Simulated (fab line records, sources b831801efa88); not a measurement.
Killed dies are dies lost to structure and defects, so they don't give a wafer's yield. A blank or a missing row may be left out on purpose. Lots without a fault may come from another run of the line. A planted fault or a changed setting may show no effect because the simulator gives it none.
Which tool did it? | flow gf180mcu | 7 lots, 21 wafers sampled, at 2 steps of a route of 602

WHAT THE GAUGES READ, wafer by wafer
GF_SALICIDE_THK_MEAS_05: measures by xrf.
lot  | measured     | on            | SALICIDE_TIN_THK (nm)
L886 | day 16 05:03 | film_metro-03 | 20.09 19.82 20.00
L888 | day 16 23:43 | film_metro-02 | 19.85 19.89 19.90
L898 | day 20 09:39 | film_metro-03 | 20.07 20.37 20.12
L900 | day 21 08:02 | film_metro-03 | 19.84 20.10 19.81
L904 | day 22 09:55 | film_metro-01 | 19.74 19.73 19.55
L905 | day 22 15:31 | film_metro-02 | 19.71 20.05 19.92

WHICH TOOL RAN EACH LOT (tool, then ch and the chambers of the sampled wafers, then the start)
lot  | GF_SAB_WET_ETCH_12
L886 | wet_bench-01 ch 0, day 16 04:31
L888 | wet_bench-04 ch 1, day 16 23:13
L895 | wet_bench-04 ch 2, day 19 10:29
L898 | wet_bench-01 ch 3, day 20 09:07
L900 | wet_bench-01 ch 1, day 21 07:32
L904 | wet_bench-03 ch 2, day 22 09:25
L905 | wet_bench-04 ch 1, day 22 14:59
- GF_SAB_WET_ETCH_12: etches SiO2 in dHF, target depth 22 nm, time 440 s.

THE ANSWER, worked out from the rows above alone
Rule: what is usual is taken from the lots themselves. Put in order of their means at a reading, lots are off if they are a third of the lots or fewer, leave a main group of 4 or more, and stand apart from it by a gap of 3 or more times the standard deviation of the main group's means; of several such gaps the widest counts. A main group whose means are all the same, to the digits that the tables above print for the reading, isn't used. A lot without any number at a reading at which 4 lots or more have one is off too. The other lots that the step has rows for count as sound.
No lot is off at any reading shown: from this, nothing can be told.

WHAT THE SIMULATOR HAD PUT IN
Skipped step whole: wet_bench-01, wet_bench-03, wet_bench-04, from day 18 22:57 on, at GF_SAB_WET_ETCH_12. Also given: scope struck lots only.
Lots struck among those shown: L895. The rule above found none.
